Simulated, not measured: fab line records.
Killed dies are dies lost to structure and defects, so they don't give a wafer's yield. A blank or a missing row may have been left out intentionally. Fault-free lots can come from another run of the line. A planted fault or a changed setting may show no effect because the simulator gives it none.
A struck lot beside a sound one	flow sky130	15 out of 708 route steps
Sound: wafers L176.2, L176.3, L176.4. Struck: wafers L171.2, L171.4, L171.6. Last of all comes the cause.
Each step with rows lists, per side, the tool, then ch with its chambers, then its first start. Under that, the readings that differ: sound wafers	struck wafers	difference of the means	sigmas: that difference in standard deviations of wafers without a fault.
alike: words and numbers the same on both sides, and readings whose means are apart by under 2 such deviations; not compared: readings that were withheld, readings missing a value for some wafer, numbers with overlapping values and no deviation given by the record, and bounds like >300 which may hide the same value.
A row with sigmas, a row that says differs or no value, or rows on one side alone: a step with any of these is where the two part. Non-overlapping numbers with no deviation appear without sigmas and do not part them. Lack of a reading on every wafer of one side parts them only where that side has two or more wafers.

SKY_VIA3_ETCH_14: etches BARC in N2/H2, stops on SiO2, time 45.9 s, target depth 60 nm.
  sound on rieDiel-04 ch 0,1,2, day 42 19:52; struck on rieDiel-01 ch 1,3, day 41 15:56
  alike: drypumpMotorCurrentA, oesProductAu, throttleValvePct
  not compared: rfHoursCounterH
SKY_VIA3_ETCH_15: etches SiO2 in C4F8/O2/Ar, stops on TiN, target depth 507 nm, time 78 s.
  sound on rieDiel-04 ch 0,1,2, day 42 19:54; struck on rieDiel-01 ch 1,3, day 41 15:58
  alike: oesProductAu
  not compared: rfHoursCounterH
SKY_VIA3_STRIP_16: strips in O2/N2.
  sound on plasmaAsher-02 ch 0,1, day 42 19:58; struck on plasmaAsher-01 ch 0, day 41 16:02
  alike: drypumpMotorCurrentA, oesProductAu, stripTimeToEndpointS
  not compared: rfHoursCounterH
then, 4 steps without rows for these wafers: SKY_VIA3_STRIP_17 (strips in post etch residue remover, time 1200 s); SKY_VIA3_CLEAN_18 (cleans in IPA, time 180 s); SKY_VIA3_CLEAN_19 (cleans in O3/DIW); SKY_VIA3_SPUTTER_20 (material TiN, target thk 20 nm, time 80 s).
SKY_VIA3_CVD_21: deposits W, target thk 390 nm, time 117.31 s.
  sound on cvdW-02 ch 0,1, day 42 20:40; struck on cvdW-02 ch 0,1, day 41 16:53
  alike: heaterPowerOuterW, heaterPowerW
SKY_VIA3_RS_MEAS_22: measurement is done with a four-point probe.
  sound: filmMetro-02 at day 42 20:48; struck: filmMetro-03 at day 41 17:02
  alike: VIA3_W_RS
SKY_VIA3_THK_MEAS_23: measures by xrf.
  sound: filmMetro-02 at day 42 20:55; struck: filmMetro-03 at day 41 17:08
  alike: VIA3_W_THK
SKY_VIA3_CMP_24: polishes, stops on SiO2, t overpolish 20 s, target thk 0 nm.
  sound on cmp-01 ch 0,1,3, day 42 21:08; struck on cmp-01 ch 0,2, day 41 17:11
  alike: motorCurrentA, overpolishRunS, timeToEndpointS
then, 1 step without rows for these wafers: SKY_METAL4_SPUTTER_00 (material Ti, target thk 15 nm, time 10 s).
SKY_METAL4_SPUTTER_01: material TiN, target thk 20 nm, time 16.7 s.
  sound: pvdSputter-03 at day 42 21:28; struck: pvdSputter-03 at day 41 17:31
  no value came back on the struck wafers for cathodeDcPowerW (W), chamberPressurePa (Pa), throttleValvePct (%), timeS (s); on the sound wafers cathodeDcPowerW (W) reads 6497.5 6500.7 6499.0
then, 1 step without rows for these wafers: SKY_METAL4_SPUTTER_02 (material AlCu, target thk 735 nm, time 39.1 s).
-- the record jumps here: 6 days lie between the struck wafers' starts before and after (it left off in module METAL4 and takes up again in module PAD_OPEN, whose first step shown is number 708 of the route) --
SKY_PAD_OPEN_PROBE_99:
  sound: prober-02 at day 48 13:05; struck: prober-01 at day 47 11:05
reading	sound	struck	difference	sigmas
model.etest.met4.lineOhmUm	0.1452 0.145 0.1429	0.1507 0.146 0.1457	+0.0031	
model.etest.met4.rsOhmSq	0.0432 0.04279 0.04279	0.04409 0.0441 0.04457	+0.00133	
  alike: defectLimitedYield, killed_at_M0_to_M3, killed_at_M4_up, killedAtContacts, killedAtFrontEnd, killedAtOther, killedDies, killedOpen, killedShort, sort_bin_3_pad_short, sort_bin_5_function, sort_bin_6_memory, sortNPass, sortYieldPct
  not compared: model.etest.via3Chain.rcOhm

WHERE THEY PART
Within this record, at SKY_METAL4_SPUTTER_01 only. Later steps at which nothing parts them and some readings are alike: SKY_PAD_OPEN_PROBE_99.

WHY: what had been put in by the simulator
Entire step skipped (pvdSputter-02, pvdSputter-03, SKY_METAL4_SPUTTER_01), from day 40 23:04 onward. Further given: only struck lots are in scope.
